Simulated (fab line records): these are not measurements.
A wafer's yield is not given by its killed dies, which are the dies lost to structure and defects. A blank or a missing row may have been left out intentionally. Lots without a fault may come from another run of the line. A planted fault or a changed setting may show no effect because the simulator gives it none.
Which of the tools did it? / flow sky130 / Sampling: 13 lots, 37 wafers, 4 of 708 route steps

## WHAT THE GAUGES SHOWED, per wafer
SKY_VT_ADJUST_HVTP_CD_MEAS_07: target cd 380 nm. Usual: cd_nm 379.9 nm, standard deviation 2.8.
lot=L760; measured=day 6 05:02; on=cd_sem-01; cd_nm (nm)=375.6 377.2 377.1; flag=
lot=L761; measured=day 6 09:32; on=cd_sem-01; cd_nm (nm)=380.1 383.2 381.5; flag=
lot=L762; measured=day 6 14:09; on=cd_sem-01; cd_nm (nm)=380.6 379.4 380.2; flag=
lot=L763; measured=day 6 19:43; on=cd_sem-02; cd_nm (nm)=375.2 375.3 378.2; flag=
lot=L764; measured=day 7 04:16; on=cd_sem-02; cd_nm (nm)=375.5 377.4 377.5; flag=
lot=L765; measured=day 7 07:17; on=cd_sem-01; cd_nm (nm)=384.5 385.8 384.4; flag=
lot=L766; measured=day 7 14:23; on=cd_sem-02; cd_nm (nm)=381.2 380.1 377.0; flag=
lot=L769; measured=day 8 09:07; on=cd_sem-01; cd_nm (nm)=368.8; flag=OFF
lot=L779; measured=day 11 02:02; on=cd_sem-02; cd_nm (nm)=379.3 379.2 381.3; flag=
lot=L780; measured=day 11 10:03; on=cd_sem-02; cd_nm (nm)=377.8 376.3 378.3; flag=
lot=L781; measured=day 12 01:20; on=cd_sem-01; cd_nm (nm)=376.0 376.0 374.3; flag=
lot=L782; measured=day 12 08:32; on=cd_sem-02; cd_nm (nm)=378.9 377.9 382.8; flag=
lot=L783; measured=day 12 08:14; on=cd_sem-02; cd_nm (nm)=378.8 377.2 378.6; flag=

SKY_SONOS_ONO_THK_MEAS_03. Usual: SONOS_ONO_CVD_02_THK typically reads 10.42 nm, with standard deviation 0.15.
lot=L760; measured=day 11 16:49; on=film_metro-04; SONOS_ONO_CVD_02_THK (nm)=10.45 10.60 10.61; flag=
lot=L761; measured=day 11 22:03; on=film_metro-04; SONOS_ONO_CVD_02_THK (nm)=10.51 10.66 10.56; flag=
lot=L762; measured=day 12 03:27; on=film_metro-01; SONOS_ONO_CVD_02_THK (nm)=10.43 10.44 10.32; flag=
lot=L763; measured=day 12 12:51; on=film_metro-04; SONOS_ONO_CVD_02_THK (nm)=10.49 10.55 10.40; flag=
lot=L764; measured=day 12 23:36; on=film_metro-04; SONOS_ONO_CVD_02_THK (nm)=10.39 10.43 10.54; flag=
lot=L765; measured=day 13 02:58; on=film_metro-03; SONOS_ONO_CVD_02_THK (nm)=10.35 10.31 10.31; flag=
lot=L766; measured=day 13 11:47; on=film_metro-03; SONOS_ONO_CVD_02_THK (nm)=10.48 10.38 10.39; flag=
lot=L769; measured=day 14 13:40; on=film_metro-03; SONOS_ONO_CVD_02_THK (nm)=10.62; flag=
lot=L779; measured=day 17 22:49; on=film_metro-03; SONOS_ONO_CVD_02_THK (nm)=10.20 10.15 10.21; flag=
lot=L780; measured=day 18 09:58; on=film_metro-03; SONOS_ONO_CVD_02_THK (nm)=10.20 10.30 10.29; flag=
lot=L781; measured=day 19 11:22; on=film_metro-04; SONOS_ONO_CVD_02_THK (nm)=10.51 10.74 10.64; flag=
lot=L782; measured=day 19 12:25; on=film_metro-04; SONOS_ONO_CVD_02_THK (nm)=10.57 10.62 10.74; flag=
lot=L783; measured=day 19 11:22; on=film_metro-03; SONOS_ONO_CVD_02_THK (nm)=10.53 10.48 10.49; flag=

## WHAT TOOL EACH LOT RAN ON (gives the tool, then ch and the chambers of the sampled wafers, and finally the start)
lot=L760; SKY_FIELD_ISO_ETCH_14=rie_diel-02 ch 0,1,3, day 2 04:29; SKY_VT_ADJUST_HVTP_EXPOSE_04=iline_stepper-02 ch 0, day 5 19:40
lot=L761; SKY_FIELD_ISO_ETCH_14=rie_diel-04 ch 0,3, day 2 10:47; SKY_VT_ADJUST_HVTP_EXPOSE_04=iline_stepper-01 ch 0, day 6 00:24
lot=L762; SKY_FIELD_ISO_ETCH_14=rie_diel-01 ch 0,3, day 2 15:44; SKY_VT_ADJUST_HVTP_EXPOSE_04=iline_stepper-02 ch 0, day 6 05:08
lot=L763; SKY_FIELD_ISO_ETCH_14=rie_diel-02 ch 1,2, day 2 21:40; SKY_VT_ADJUST_HVTP_EXPOSE_04=iline_stepper-02 ch 0, day 6 10:00
lot=L764; SKY_FIELD_ISO_ETCH_14=rie_diel-04 ch 1,3, day 3 03:46; SKY_VT_ADJUST_HVTP_EXPOSE_04=iline_stepper-01 ch 0, day 6 19:14
lot=L765; SKY_FIELD_ISO_ETCH_14=rie_diel-02 ch 1,2, day 3 06:56; SKY_VT_ADJUST_HVTP_EXPOSE_04=iline_stepper-02 ch 0, day 6 22:35
lot=L766; SKY_FIELD_ISO_ETCH_14=rie_diel-04 ch 0,2,3, day 3 11:41; SKY_VT_ADJUST_HVTP_EXPOSE_04=iline_stepper-02 ch 0, day 7 04:52
lot=L769; SKY_FIELD_ISO_ETCH_14=rie_diel-02 ch 0, day 4 03:31; SKY_VT_ADJUST_HVTP_EXPOSE_04=iline_stepper-02 ch 0, day 7 23:22
lot=L779; SKY_FIELD_ISO_ETCH_14=rie_diel-04 ch 0,1,2, day 6 09:20; SKY_VT_ADJUST_HVTP_EXPOSE_04=iline_stepper-02 ch 0, day 10 14:34
lot=L780; SKY_FIELD_ISO_ETCH_14=rie_diel-02 ch 0,3, day 6 13:56; SKY_VT_ADJUST_HVTP_EXPOSE_04=iline_stepper-01 ch 0, day 10 21:53
lot=L781; SKY_FIELD_ISO_ETCH_14=rie_diel-01 ch 0,1, day 6 21:03; SKY_VT_ADJUST_HVTP_EXPOSE_04=iline_stepper-01 ch 0, day 11 13:52
lot=L782; SKY_FIELD_ISO_ETCH_14=rie_diel-01 ch 0,2,3, day 7 02:24; SKY_VT_ADJUST_HVTP_EXPOSE_04=iline_stepper-01 ch 0, day 11 20:49
lot=L783; SKY_FIELD_ISO_ETCH_14=rie_diel-04 ch 0,2,3, day 7 04:54; SKY_VT_ADJUST_HVTP_EXPOSE_04=iline_stepper-01 ch 0, day 11 20:13
- SKY_FIELD_ISO_ETCH_14: etches BARC in N2/H2, stops on SiO2, time 45.9 s, target depth 60 nm.
- SKY_VT_ADJUST_HVTP_EXPOSE_04: exposes mask HVTPM, target cd 380 nm.

## AS READ BY THE TOOLS THEMSELVES (means over the sampled wafers that have a number; for cases with no such wafer, the mark the record gives instead)
SKY_FIELD_ISO_ETCH_14. Usual: drypump_motor_current_A 5.8 A, standard deviation 0.42; oes_product_au 0.855 a.u., standard deviation 0.0045; throttle_valve_pct 13.226 %, standard deviation 0.0093.
lot=L760; tool=rie_diel-02; drypump_motor_current_A (A)=5.9; oes_product_au (a.u.)=0.850; throttle_valve_pct (%)=13.222; flag=
lot=L761; tool=rie_diel-04; drypump_motor_current_A (A)=5.7; oes_product_au (a.u.)=0.858; throttle_valve_pct (%)=13.228; flag=
lot=L762; tool=rie_diel-01; drypump_motor_current_A (A)=6.0; oes_product_au (a.u.)=0.848; throttle_valve_pct (%)=13.213; flag=
lot=L763; tool=rie_diel-02; drypump_motor_current_A (A)=5.4; oes_product_au (a.u.)=0.858; throttle_valve_pct (%)=13.229; flag=
lot=L764; tool=rie_diel-04; drypump_motor_current_A (A)=6.1; oes_product_au (a.u.)=0.848; throttle_valve_pct (%)=13.228; flag=
lot=L765; tool=rie_diel-02; drypump_motor_current_A (A)=5.5; oes_product_au (a.u.)=0.855; throttle_valve_pct (%)=13.223; flag=
lot=L766; tool=rie_diel-04; drypump_motor_current_A (A)=5.9; oes_product_au (a.u.)=0.853; throttle_valve_pct (%)=13.221; flag=
lot=L769; tool=rie_diel-02; drypump_motor_current_A (A)=6.0; oes_product_au (a.u.)=0.858; throttle_valve_pct (%)=13.219; flag=
lot=L779; tool=rie_diel-04; drypump_motor_current_A (A)=6.2; oes_product_au (a.u.)=0.855; throttle_valve_pct (%)=13.226; flag=
lot=L780; tool=rie_diel-02; drypump_motor_current_A (A)=6.0; oes_product_au (a.u.)=0.852; throttle_valve_pct (%)=13.230; flag=
lot=L781; tool=rie_diel-01; drypump_motor_current_A (A)=5.6; oes_product_au (a.u.)=0.853; throttle_valve_pct (%)=13.223; flag=
lot=L782; tool=rie_diel-01; drypump_motor_current_A (A)=5.7; oes_product_au (a.u.)=0.855; throttle_valve_pct (%)=13.223; flag=
lot=L783; tool=rie_diel-04; drypump_motor_current_A (A)=5.9; oes_product_au (a.u.)=0.853; throttle_valve_pct (%)=13.233; flag=

## THE ANSWER, worked out from the rows above alone
Rule: a lot is off if the mean of its wafers that have a number lies more than 3 standard deviations from the usual mean. A lot without any number at a reading at which 4 lots or more have one is off too. Where the step has rows for the other lots, those lots are counted as sound. First the gauges in route order, then the tools' own readings, where a lot's mean is used as printed above. The first step at which some lot is off is used, and at that step the reading that is off furthest; a lot without a number counts as furthest.
Off, at SKY_VT_ADJUST_HVTP_CD_MEAS_07 on cd_nm: L769.
If a tool, at a process step before that reading, ran all the lots that are off and no sound lot after the first of them, it fits. The gauges at SKY_VT_ADJUST_HVTP_CD_MEAS_07 are tried like those tools. No candidate that was tried fits.

## WHAT THE SIMULATOR HAD INSERTED
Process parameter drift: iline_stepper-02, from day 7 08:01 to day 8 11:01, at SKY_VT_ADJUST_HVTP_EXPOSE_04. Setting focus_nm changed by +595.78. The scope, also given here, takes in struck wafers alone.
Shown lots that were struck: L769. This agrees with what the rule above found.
